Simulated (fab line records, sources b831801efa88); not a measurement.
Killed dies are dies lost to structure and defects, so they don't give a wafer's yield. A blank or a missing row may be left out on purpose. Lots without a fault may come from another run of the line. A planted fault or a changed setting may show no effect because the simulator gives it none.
Which tool did it? | flow sky130 | 12 lots, 36 wafers sampled, at 5 steps of a route of 708

WHAT THE GAUGES READ, wafer by wafer
SKY_SD_N_CD_MEAS_07: target cd 380 nm. Usual: cd_nm 380.3 nm, standard deviation 2.8.
lot  | measured     | on        | cd_nm (nm)        | flag
L839 | day 28 04:20 | cd_sem-01 | 377.8 380.6 379.2 |
L841 | day 28 17:34 | cd_sem-02 | 379.8 379.4 379.7 |
L844 | day 29 18:35 | cd_sem-02 | 386.5 387.6 385.3 |
L847 | day 30 14:22 | cd_sem-02 | 395.4 382.1 381.3 |
L848 | day 31 02:25 | cd_sem-02 | 395.4 384.2 385.0 |
L850 | day 32 02:49 | cd_sem-02 | 379.2 380.2 378.3 |
L856 | day 33 17:29 | cd_sem-01 | 380.3 379.7 377.7 |
L857 | day 34 00:45 | cd_sem-01 | 381.9 380.7 382.8 |
L858 | day 34 03:07 | cd_sem-02 | 376.1 379.3 377.6 |
L859 | day 34 17:09 | cd_sem-01 | 379.6 381.3 382.5 |
L861 | day 34 22:53 | cd_sem-02 | 375.1 376.7 378.5 |
L862 | day 35 05:35 | cd_sem-02 | 381.1 382.5 381.6 |

SKY_SD_N_OVL_MEAS_08. Usual: SD_N_OVL -0.8 nm, standard deviation 1.7.
lot  | measured     | on         | SD_N_OVL (nm)  | flag
L839 | day 28 04:26 | overlay-01 | 0.5 0.9 -0.6   |
L841 | day 28 17:41 | overlay-02 | -0.2 0.8 1.2   |
L844 | day 29 18:42 | overlay-02 | 1.2 2.3 3.7    |
L847 | day 30 14:29 | overlay-02 | -2.2 -0.5 -3.0 |
L848 | day 31 02:32 | overlay-01 | 3.8 0.3 0.5    |
L850 | day 32 02:55 | overlay-02 | -4.0 -1.9 -1.5 |
L856 | day 33 17:36 | overlay-02 | -1.5 -2.7 -1.6 |
L857 | day 34 00:52 | overlay-02 | 0.0 -0.2 -0.9  |
L858 | day 34 03:14 | overlay-02 | -0.3 -0.3 -1.1 |
L859 | day 34 17:16 | overlay-01 | 0.0 0.2 -0.5   |
L861 | day 34 22:59 | overlay-01 | -1.9 -5.5 -3.0 |
L862 | day 35 05:41 | overlay-02 | -0.8 -0.6 -0.6 |

WHICH TOOL RAN EACH LOT (tool, then ch and the chambers of the sampled wafers, then the start)
lot  | SKY_LDD_HVN_STRIP_09                 | SKY_POLY_CUT_ETCH_11               | SKY_SD_N_DEVELOP_06
L839 | plasma_asher-01 ch 0,1, day 20 14:55 | rie_diel-03 ch 1,3, day 24 12:37   | litho_track-02 ch 0, day 28 04:11
L841 | plasma_asher-01 ch 0,1, day 21 05:15 | rie_diel-03 ch 0,1,2, day 25 02:34 | litho_track-03 ch 0, day 28 17:25
L844 | plasma_asher-02 ch 1, day 22 08:03   | rie_diel-04 ch 0,1,3, day 26 04:40 | litho_track-03 ch 0, day 29 18:26
L847 | plasma_asher-03 ch 0,1, day 23 05:33 | rie_diel-02 ch 0,1,2, day 27 00:37 | litho_track-03 ch 0, day 30 14:13
L848 | plasma_asher-01 ch 0,1, day 23 19:28 | rie_diel-04 ch 0,1,3, day 27 14:40 | litho_track-03 ch 0, day 31 02:16
L850 | plasma_asher-02 ch 0,1, day 24 17:50 | rie_diel-03 ch 0,1, day 28 14:22   | litho_track-04 ch 0, day 32 02:34
L856 | plasma_asher-03 ch 0,1, day 26 14:18 | rie_diel-04 ch 2,3, day 30 06:52   | litho_track-03 ch 0, day 33 17:20
L857 | plasma_asher-02 ch 0,1, day 26 23:11 | rie_diel-02 ch 0,1,2, day 30 13:58 | litho_track-04 ch 0, day 34 00:36
L858 | plasma_asher-03 ch 0,1, day 27 02:58 | rie_diel-04 ch 0,1,3, day 30 17:10 | litho_track-02 ch 0, day 34 02:58
L859 | plasma_asher-03 ch 0,1, day 27 17:48 | rie_diel-02 ch 0,3, day 31 09:04   | litho_track-04 ch 0, day 34 17:00
L861 | plasma_asher-02 ch 0,1, day 28 00:31 | rie_diel-02 ch 1,2,3, day 31 14:22 | litho_track-02 ch 0, day 34 22:44
L862 | plasma_asher-01 ch 0,1, day 28 05:16 | rie_diel-03 ch 0,2,3, day 31 20:52 | litho_track-02 ch 0, day 35 05:26
- SKY_LDD_HVN_STRIP_09: strips in O2/N2.
- SKY_POLY_CUT_ETCH_11: etches Si3N4 in CF4/CH2F2/Ar, stops on poly-Si, time 42.5 s, target depth 60 nm.
- SKY_SD_N_DEVELOP_06: develop time 60 s.

WHAT THE TOOLS THEMSELVES READ (means of the sampled wafers that have a number; where no wafer has one, the mark that the record gives instead)
SKY_LDD_HVN_STRIP_09. Usual: drypump_motor_current_A 5.5 A, standard deviation 0.4; oes_product_au 0.408 a.u., standard deviation 0.0047; strip_time_to_endpoint_s 4.127 s, standard deviation 0.015.
lot  | tool            | drypump_motor_current_A (A) | oes_product_au (a.u.) | strip_time_to_endpoint_s (s) | flag
L839 | plasma_asher-01 | 5.0                         | 0.414                 | 4.133                        |
L841 | plasma_asher-01 | 5.0                         | 0.406                 | 4.123                        |
L844 | plasma_asher-02 | 5.7                         | 0.405                 | 4.106                        |
L847 | plasma_asher-03 | 5.9                         | 0.408                 | 4.117                        |
L848 | plasma_asher-01 | 5.0                         | 0.412                 | 4.135                        |
L850 | plasma_asher-02 | 5.6                         | 0.408                 | 4.112                        |
L856 | plasma_asher-03 | 6.0                         | 0.410                 | 4.145                        |
L857 | plasma_asher-02 | 5.6                         | 0.409                 | 4.120                        |
L858 | plasma_asher-03 | 6.0                         | 0.413                 | 4.112                        |
L859 | plasma_asher-03 | 5.9                         | 0.410                 | 4.130                        |
L861 | plasma_asher-02 | 5.6                         | 0.406                 | 4.133                        |
L862 | plasma_asher-01 | 5.2                         | 0.409                 | 4.126                        |

SKY_POLY_CUT_ETCH_11. Usual: cf4_flow_sccm 39.99 sccm, standard deviation 0.12; drypump_motor_current_A 5.9 A, standard deviation 0.48; oes_product_au 0.830 a.u., standard deviation 0.0059; rf_fwd_power_W 594.0 W, standard deviation 2.7; throttle_valve_pct 14.995 %, standard deviation 0.0088.
lot  | tool        | cf4_flow_sccm (sccm) | drypump_motor_current_A (A) | oes_product_au (a.u.) | rf_fwd_power_W (W) | throttle_valve_pct (%) | flag
L839 | rie_diel-03 | 39.98                | 5.7                         | 0.833                 | 593.1              | 14.998                 |
L841 | rie_diel-03 | 40.04                | 5.6                         | 0.830                 | 592.0              | 14.994                 |
L844 | rie_diel-04 | 40.00                | 6.4                         | 0.831                 | 594.3              | 14.996                 |
L847 | rie_diel-02 | 40.03                | 5.9                         | 0.832                 | 595.7              | 15.001                 |
L848 | rie_diel-04 | 39.98                | 6.3                         | 0.831                 | 594.2              | 15.000                 |
L850 | rie_diel-03 | 40.05                | 5.7                         | 0.832                 | 589.4              | 15.001                 |
L856 | rie_diel-04 | 39.93                | 5.7                         | 0.823                 | 595.4              | 15.002                 |
L857 | rie_diel-02 | 39.94                | 5.9                         | 0.827                 | 593.4              | 14.989                 |
L858 | rie_diel-04 | 39.86                | 6.3                         | 0.821                 | 595.1              | 14.987                 |
L859 | rie_diel-02 | 40.12                | 6.4                         | 0.827                 | 594.4              | 14.985                 |
L861 | rie_diel-02 | 39.86                | 6.0                         | 0.832                 | 593.7              | 14.990                 |
L862 | rie_diel-03 | 39.90                | 5.7                         | 0.835                 | 593.8              | 14.998                 |

THE ANSWER, worked out from the rows above alone
Rule: a lot is off if the mean of its wafers that have a number lies more than 3 standard deviations from the usual mean. A lot without any number at a reading at which 4 lots or more have one is off too. The other lots that the step has rows for count as sound. The gauges are gone through in route order, then the tools' own readings, and for those a lot's mean is taken as printed above. The first step at which some lot is off is used, and at that step the reading that is off furthest; a lot without a number counts as furthest.
No lot is off at any reading shown: from this, nothing can be told.

WHAT THE SIMULATOR HAD PUT IN
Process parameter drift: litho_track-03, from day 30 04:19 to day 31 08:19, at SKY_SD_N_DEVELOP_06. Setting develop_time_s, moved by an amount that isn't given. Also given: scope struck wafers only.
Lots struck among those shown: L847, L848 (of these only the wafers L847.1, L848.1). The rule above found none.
